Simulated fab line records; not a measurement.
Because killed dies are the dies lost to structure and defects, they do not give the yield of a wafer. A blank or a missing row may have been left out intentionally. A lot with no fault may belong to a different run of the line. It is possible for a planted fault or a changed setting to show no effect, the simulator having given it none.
Problem report in the 8D (eight disciplines) form, filled by code | flow sky130 | the parts of the form that need people (team, actions taken, sign-off) are left out

1. THE PROBLEM
Mean of rfFwdPowerW at SKY_SONOS_ONO_ETCH_15: 492 W across 6 wafers in 2 lots; on wafers with no fault it is 587 W (standard deviation 3.4). Measured from the usual mean, that is -28 standard deviations.
The step: etches the open film in CHF3/O2, target depth 19.52 nm, time 7.8 s.
First seen on wafer L596.1, day 17 19:13, on rieDiel-04. The record holds 18 wafers of 6 lots with a number at this step. Rule for "out" (also "out of limits"): further than 4 standard deviations from the usual mean. The rest of the wafers with a number are treated as sound.

2. WHAT THIS IS AND IS NOT
question                    | is                     | is not
which readings at this step | rfFwdPowerW            | chamberPressureMTorr, drypumpMotorCurrentA
which lots                  | L596, L597             | L584, L589, L598, L602
which wafers of those lots  | all that have a number | -
read on which tools         | rieDiel-04             | rieDiel-03
when                        | from day 17 19:13      | up to then (6 sound wafers); but 6 sound wafers of L598, L602 came after

3. THE SUSPECTS, EACH WITH WHAT RULES IT OUT
Counting: any tool at a process step up to the reading is kept as a suspect provided that every lot that is out went through it and no sound lot did after the first of them.
- rieDiel-04 at SKY_SONOS_ONO_ETCH_15 (etches the open film in CHF3/O2, target depth 19.52 nm, time 7.8 s): kept. It processed each lot that is out, first L596 at day 17 19:13, and no sound lot thereafter; up to then, the last sound lot it processed was L589 at day 15 09:40. Its own rfFwdPowerW readings are out on those wafers.
Left after counting: rieDiel-04 at SKY_SONOS_ONO_ETCH_15.

4. THE CAUSE (what the simulator had put in)
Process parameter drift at SKY_SONOS_ONO_ETCH_15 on rieDiel-04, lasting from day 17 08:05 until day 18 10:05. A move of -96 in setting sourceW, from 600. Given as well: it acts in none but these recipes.
Only this tool survived the counting.

5. THE EFFECT CHAIN, in route order
One row per reading whose mean, taken over the struck wafers that have a number, lies over 3 standard deviations from the usual. Only readings for which the record gives a usual standard deviation are gone through. hours: the time from each lot's start at the first step in this table that gives one to its start at this step, as a median over the lots. sigmas: the change in usual standard deviations.
hours | step                  | reading      | usual      | on struck wafers | change | sigmas
0     | SKY_SONOS_ONO_ETCH_15 | oesProductAu | 0.999 a.u. | 0.960            | -0.039 | -3.9
0     | SKY_SONOS_ONO_ETCH_15 | rfFwdPowerW  | 587 W      | 492              | -96    | -28
Here are the process steps it includes:
- SKY_SONOS_ONO_ETCH_15: etches the open film in CHF3/O2, target depth 19.52 nm, time 7.8 s.

6. HOW IT WOULD HAVE BEEN CAUGHT EARLIER
First out-of-limits reading in this record: day 17 19:13, which is 11 hours after fault onset at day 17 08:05.
